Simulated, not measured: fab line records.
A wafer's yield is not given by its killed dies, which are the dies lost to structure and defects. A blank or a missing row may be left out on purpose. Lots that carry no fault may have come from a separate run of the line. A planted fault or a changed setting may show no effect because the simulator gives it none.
A struck lot beside a sound one + flow gf180mcu + 14 out of 602 route steps
Sound: the wafers L790.3, L790.5, L790.6. The struck wafers were L787.1, L787.3, L787.5. Last of all comes the cause.
For every step that has rows: the tool of each side, followed by ch and its chambers, followed by its first start. Under that, the readings that differ: sound wafers + struck wafers + difference of the means + sigmas: that difference in standard deviations of wafers without a fault.
alike: readings whose means differ by less than 2 such deviations, and words and numbers that are the same on both sides. not compared: withheld readings, readings that some wafer has no value for, bounds like >300 that may hide the same value, and numbers for which the record gives no deviation and whose values overlap.
Wherever a step has rows on one side only, a row that says differs or no value, or a row with sigmas, the two part there. Numbers that have no deviation but don't overlap get no sigmas and don't part them. A reading missing from all wafers of one side parts the sides only when that side holds two or more wafers.

first, 3 steps without rows for these wafers: GF_MVPSD_EXPOSE_04 (exposes mask MVPSD, target cd 1000 nm); GF_MVPSD_PEB_05; GF_MVPSD_DEVELOP_06 (develop time 60 s).
GF_MVPSD_OVL_MEAS_07:
  sound: overlay-01 at day 9 07:33; struck: overlay-02 at day 8 13:11
  alike: MVPSD_OVL
then, 2 steps without rows for these wafers: GF_MVPSD_IMPLANT_08; GF_MVPSD_IMPLANT_09.
GF_MVPSD_STRIP_10: strips in O2/N2.
  sound on plasma-asher-04 ch 0,1, day 9 07:55; struck on plasma-asher-04 ch 0,1, day 8 13:32
| reading                      | sound             | struck            | difference | sigmas |
|------------------------------|-------------------|-------------------|------------|--------|
| strip-time-to-endpoint-s (s) | 37.04 37.12 37.17 | 36.93 36.90 36.88 | -0.21      | -2     |
  alike: drypump-motor-current-A, heater-power-w, oes-product-au
  not compared: rf-hours-counter-h
GF_MVPSD_TW_MEAS_11:
  sound: film-metro-04 at day 9 08:00; struck: film-metro-04 at day 8 13:38
  alike: MVPSD_TW
then, 4 steps without rows for these wafers: GF_VT_IMPLANT_DEHYDRATE_00 (time 60 s); GF_VT_IMPLANT_HMDS_01 (prime time 60 s); GF_VT_IMPLANT_COAT_02 (resist thk 1000 nm); GF_VT_IMPLANT_SOFTBAKE_03 (time 60 s).
GF_VT_IMPLANT_EXPOSE_04: exposes mask LVPWELL LV AREA, target cd 600 nm.
  sound on iline-stepper-02 ch 0, day 9 16:56; struck on iline-stepper-02, day 8 22:02
  no value came back on the struck wafers for exposure-dose-mJ-cm2, focus-offset-nm (nm); on the sound wafers exposure-dose-mJ-cm2 reads 140.06 139.88 139.95
  alike: mask
following that, these wafers have no rows for 1 step: GF_VT_IMPLANT_PEB_05.

WHERE THEY PART
Earliest at GF_MVPSD_STRIP_10; latest, in this record, at GF_VT_IMPLANT_EXPOSE_04.

WHY: what had been put in by the simulator
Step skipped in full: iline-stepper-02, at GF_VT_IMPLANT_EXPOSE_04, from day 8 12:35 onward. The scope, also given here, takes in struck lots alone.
